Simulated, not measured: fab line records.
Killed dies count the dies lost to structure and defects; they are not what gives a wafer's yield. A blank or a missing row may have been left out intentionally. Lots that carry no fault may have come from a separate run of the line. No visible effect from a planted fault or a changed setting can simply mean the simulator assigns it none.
Chamber matching :: flow sky130 :: cmp-01 running SKY_FIELD_ISO_CMP_27: 4 sister chambers
The step polishes, stops on Si3N4, t overpolish 16 s, target thk 457.8 nm. 4 wafers are shown with their chamber, then 7 later ones without.

== WAFERS, EACH WITH ITS CHAMBER ==
wafer: L243.5
chamber: 2
motorCurrentA (A): 10.3

wafer: L243.6
chamber: 3
motorCurrentA (A): 11.7

wafer: L245.2
chamber: 1
motorCurrentA (A): 13.1

wafer: L245.5
chamber: 0
motorCurrentA (A): 10.9

== WAFERS MISSING THEIR CHAMBER ==
wafer: L245.6
motorCurrentA (A): 11.7

wafer: L251.2
motorCurrentA (A): 10.2

wafer: L251.4
motorCurrentA (A): 11.7

wafer: L251.5
motorCurrentA (A): 12.0

wafer: L252.1
motorCurrentA (A): 12.8

wafer: L252.3
motorCurrentA (A): 10.4

wafer: L252.5
motorCurrentA (A): 12.7

== THE CHAMBER EACH PASSED THROUGH ==
wafer: L245.6
from the rows above: 3
in truth: 3

wafer: L251.2
from the rows above: 2
in truth: 2

wafer: L251.4
from the rows above: 3
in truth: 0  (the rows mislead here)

wafer: L251.5
from the rows above: 3
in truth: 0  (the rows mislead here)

wafer: L252.1
from the rows above: 1
in truth: 1

wafer: L252.3
from the rows above: can't be placed: 2 or 0
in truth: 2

wafer: L252.5
from the rows above: 1
in truth: 1
Placed correctly: 4 of 7. Unplaceable from these rows: 1, with the true chamber sitting among the candidates in 1. Number placed wrongly: 2.
How it was worked out, from the rows above alone: a wafer's distance from a chamber is the root of the sum, over the readings, of the square of ((its reading less the chamber's mean) divided by the reading's scatter). If the next closest chamber is less than 2 further off than the closest, the wafer can't be placed; otherwise it belongs to the closest. A chamber's mean is the mean of its shown wafers. The scatter: root of mean squared gap, hidden wafer to nearest shown wafer, with one shown wafer a chamber.
